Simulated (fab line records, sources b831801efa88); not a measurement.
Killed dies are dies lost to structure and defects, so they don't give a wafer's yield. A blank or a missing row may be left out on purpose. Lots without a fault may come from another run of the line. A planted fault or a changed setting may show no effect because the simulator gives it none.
Split-lot experiment | flow gf180mcu | 5 lots, 23 wafers read, on a route of 602 steps

THE SPLIT
At GF_HV_LDD_IMPLANT_36, the setting dose_cm2 was moved away from the recipe's 7.5e+12 on 8 of the 23 wafers read, by -12.8% to +7.4%. The other wafers ran this setting at the recipe's value.

FROM THE SPLIT TO THE READING: what the file shows between them, 2 steps
- GF_HV_LDD_CLEAN_51: cleans in SC1/SC2, time 150 s (also split here: time_s)
- GF_HV_LDD_RTA_52: time 10 s

THE READING
HV_LDD_RS, in ohm/sq, at GF_HV_LDD_RS_MEAS_53 (measures by four-point-probe). Fault-free wafers of this fab line usually give 417.9 ohm/sq, standard deviation 0.78 ohm/sq.

wafer  | tool, chamber at the split | dose_cm2 as run | against the recipe | HV_LDD_RS, ohm/sq | against lot-mates on the recipe
L076.1 | implanter-01, 0            | 8.057e+12       | +7.4%              | 417.2             | -0.6
L076.2 | implanter-01, 0            | 8.057e+12       | +7.4%              | 416.9             | -0.9
L076.3 | implanter-01, 0            | 7.5e+12         | recipe             | 417.7             | -
L076.5 | implanter-01, 0            | 7.5e+12         | recipe             | 417.8             | -
L076.6 | implanter-01, 0            | 8.057e+12       | +7.4%              | 415.4             | -2.4
L078.1 | implanter-01, 0            | 7.5e+12         | recipe             | 417.5             | -
L078.2 | implanter-01, 0            | 7.5e+12         | recipe             | 417.0             | -
L078.3 | implanter-01, 0            | 7.5e+12         | recipe             | 417.0             | -
L078.4 | implanter-01, 0            | 7.5e+12         | recipe             | 418.1             | -
L078.6 | implanter-01, 0            | 7.5e+12         | recipe             | 416.9             | -
L080.1 | implanter-02, 0            | 7.5e+12         | recipe             | 416.3             | -
L080.3 | implanter-02, 0            | 7.5e+12         | recipe             | 416.5             | -
L080.5 | implanter-02, 0            | 7.5e+12         | recipe             | 417.1             | -
L081.1 | implanter-04, 0            | 6.556e+12       | -12.6%             | 422.0             | +3.2
L081.2 | implanter-04, 0            | 7.5e+12         | recipe             | 418.8             | -
L081.3 | implanter-04, 0            | 7.5e+12         | recipe             | 418.7             | -
L081.4 | implanter-04, 0            | 6.556e+12       | -12.6%             | 421.6             | +2.9
L081.6 | implanter-04, 0            | 6.556e+12       | -12.6%             | 421.0             | +2.2
L085.1 | implanter-02, 0            | 7.5e+12         | recipe             | 417.6             | -
L085.2 | implanter-02, 0            | 6.537e+12       | -12.8%             | 421.2             | +3.2
L085.3 | implanter-02, 0            | 7.5e+12         | recipe             | 417.8             | -
L085.5 | implanter-02, 0            | 7.5e+12         | recipe             | 418.6             | -
L085.6 | implanter-02, 0            | 6.537e+12       | -12.8%             | 419.9             | +1.9

THE FIT
A straight line over all 23 wafers: HV_LDD_RS changes by -0.25 ohm/sq for each +1% of dose_cm2; r = -0.89; the points scatter about the line by 0.84 ohm/sq.
The same after taking each lot's own level away (the mean of its wafers on the recipe; 23 wafers): -0.202 ohm/sq for each +1%; r = -0.93; scatter 0.51 ohm/sq.
On that fit, the largest move of dose_cm2 shifts the reading by 2.6 ohm/sq.
The lots' own levels span 416.63 to 418.75 ohm/sq, that is 2.7 times the standard deviation above.
So the lot-to-lot level changes the slope: the two fits differ.
Check: with one of the wafers moved furthest among these (-12.8%) left out of the fit, the line predicts +2.53 ohm/sq for it against its lot-mates. It came out at +3.2 ohm/sq against them.

OTHER SPLITS ON THESE WAFERS
These wafers also went through other splits before the reading. Each is held against what the fit with the lots' levels taken away leaves over:
other split on the same wafers | wafers away from the commonest value | r with HV_LDD_RS (lot level and that fit taken away)
GF_HV_LDD_EXPOSE_04 dose_mj    | 6                                    | -0.03
GF_HV_LDD_COAT_14 spin_rpm     | 4                                    | +0.60
GF_HV_LDD_SOFTBAKE_15 temp_c   | 6                                    | +0.03
GF_HV_LDD_CLEAN_51 time_s      | 18                                   | +0.14

THE FILE'S OWN FIT
HV_LDD_RS changes by -0.204 ohm/sq for each +1% of dose_cm2, r = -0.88.
